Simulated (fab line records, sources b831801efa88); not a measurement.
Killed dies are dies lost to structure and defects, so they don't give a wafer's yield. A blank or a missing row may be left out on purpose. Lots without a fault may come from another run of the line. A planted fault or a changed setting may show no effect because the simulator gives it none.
A struck lot beside a sound one | flow gf180mcu | 15 steps out of a route of 602
Sound: wafers L656.3, L656.4, L656.6. Struck: wafers L663.1, L663.2, L663.6. The cause comes at the end.
At each step with rows: each side's tool, then ch and its chambers, then its first start. Under that, the readings that differ: sound wafers | struck wafers | difference of the means | sigmas: that difference in standard deviations of wafers without a fault.
alike: readings whose means differ by less than 2 such deviations, and words and numbers that are the same on both sides. not compared: withheld readings, readings that some wafer has no value for, bounds like >300 that may hide the same value, and numbers for which the record gives no deviation and whose values overlap.
The two part at a step that has a row with sigmas, a row that says differs or no value, or rows on one side only. Numbers that don't overlap but have no deviation are shown without sigmas and don't part them. A reading that every wafer of one side lacks parts them only if that side has two wafers or more.

GF_M1_SPUTTER_04: material TiN, target thk 50 nm, time 41.7 s.
  sound on pvd_sputter-04, day 17 16:29; struck on pvd_sputter-04, day 20 03:18
  alike: throttle_valve_pct
GF_M1_RS_MEAS_05: measures by four-point-probe.
  sound on film_metro-03, day 17 16:34; struck on film_metro-02, day 20 03:20
  alike: M1_ALCU_RS
GF_M1_THK_MEAS_06: measures by xrf.
  sound on film_metro-03, day 17 16:40; struck on film_metro-02, day 20 03:28
  alike: M1_ALCU_THK
then, 7 steps without rows for these wafers: GF_M1_DEHYDRATE_07 (time 60 s); GF_M1_HMDS_08 (prime time 60 s); GF_M1_COAT_09 (resist thk 1000 nm); GF_M1_SOFTBAKE_10 (time 60 s); GF_M1_EXPOSE_11 (exposes mask Metal1, target cd 230 nm); GF_M1_PEB_12 (peb time 90 s); GF_M1_DEVELOP_13 (develop time 60 s).
GF_M1_CD_MEAS_14: target cd 230 nm.
  sound on cd_sem-01, day 18 15:28; struck on cd_sem-02, day 21 02:30
  alike: cd_nm
GF_M1_OVL_MEAS_15:
  sound on overlay-01, day 18 15:33; struck on overlay-02, day 21 02:37
  alike: M1_OVL
GF_M1_METAL_ETCH_16: etches the open film in Cl2/BCl3, stops on SiO2, target depth 750.8 nm, time 125.1 s.
  sound on rie_metal-01 ch 0,1, day 18 15:37; struck on rie_metal-01 ch 0,1, day 21 02:40
  reading                             | sound                | struck               | difference | sigmas
  oes_product_au (a.u.)               | 0.990 0.998 0.999    | 0.783 0.785 0.786    | -0.211     | -32
  throttle_valve_pct (%)              | 28.218 28.237 28.235 | 28.443 28.441 28.455 | +0.216     | +20
  model.KrF_of_M1_COAT_09.thk_nm (nm) | 677.2 677.7 681.7    | 789 785.7 785.9      | +108       |
  alike: bias_w, drypump_motor_current_A
  not compared: rf_hours_counter_h
GF_M1_STRIP_17: strips in O2/N2.
  sound on plasma_asher-01 ch 0,1, day 18 15:44; struck on plasma_asher-01 ch 0,1, day 21 02:47
  reading                      | sound             | struck            | difference | sigmas
  oes_product_au (a.u.)        | 0.536 0.532 0.529 | 0.589 0.581 0.582 | +0.052     | +10
  strip_time_to_endpoint_s (s) | 7.32 7.30 7.36    | 8.39 8.37 8.36    | +1.05      | +21
  alike: drypump_motor_current_A, heater_power_w
  not compared: rf_hours_counter_h
then, 1 step without rows for these wafers: GF_M1_STRIP_18 (strips in post etch residue remover, time 1200 s).

WHERE THEY PART
First at GF_M1_METAL_ETCH_16; last, within this record, at GF_M1_STRIP_17.

WHY: what the simulator had put in
Process parameter drift: rie_metal-01, from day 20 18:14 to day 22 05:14, at GF_M1_METAL_ETCH_16. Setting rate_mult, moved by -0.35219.
